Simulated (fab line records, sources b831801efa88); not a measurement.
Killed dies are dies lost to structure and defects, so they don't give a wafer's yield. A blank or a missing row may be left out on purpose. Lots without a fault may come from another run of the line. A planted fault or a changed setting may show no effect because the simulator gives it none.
Chamber matching | flow gf180mcu | GF_STI_ETCH_14 on rie_si-02: 4 sister chambers
The step etches Si in HBr/Cl2/O2, target depth 360 nm, time 102.9 s. 8 wafers are shown with their chamber, then 7 later ones without.

WAFERS WITH THEIR CHAMBER
wafer  | chamber | drypump_motor_current_A (A) | throttle_valve_pct (%)
L937.1 | 2       | 5.5                         | 25.663
L937.4 | 0       | 5.8                         | 25.642
L937.6 | 3       | 6.2                         | 25.673
L938.2 | 0       | 5.7                         | 25.642
L938.3 | 3       | 6.3                         | 25.663
L938.4 | 1       | 5.5                         | 25.650
L940.1 | 2       | 5.5                         | 25.643
L940.3 | 1       | 5.5                         | 25.643

WAFERS WITHOUT THEIR CHAMBER
wafer  | drypump_motor_current_A (A) | throttle_valve_pct (%)
L940.5 | 5.7                         | 25.645
L952.1 | 5.7                         | 25.660
L952.2 | 5.5                         | 25.647
L952.6 | 6.2                         | 25.656
L954.3 | 5.5                         | 25.657
L954.5 | 5.5                         | 25.656
L954.6 | 5.7                         | 25.640

WHICH CHAMBER EACH WENT THROUGH
wafer  | from the rows above          | in truth
L940.5 | 0                            | 0
L952.1 | can't be placed: 0 or 2 or 1 | 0
L952.2 | can't be placed: 1 or 2      | 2
L952.6 | 3                            | 3
L954.3 | can't be placed: 2 or 1      | 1
L954.5 | can't be placed: 2 or 1      | 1
L954.6 | 0                            | 0
Placed correctly: 3 of 7. Can't be placed from these rows: 4 (the true chamber is among the candidates in 4). Placed wrongly: 0.
How it was worked out, from the rows above alone: a wafer's distance from a chamber is the root of the sum, over the readings, of the square of ((its reading less the chamber's mean) divided by the reading's scatter). The wafer belongs to the nearest chamber; if the next one is less than 2 further off, it can't be placed. A chamber's mean is the mean of its shown wafers. The scatter: the root of (the sum of the squares of (reading less its chamber's mean) over the shown wafers, divided by (wafers less chambers)).
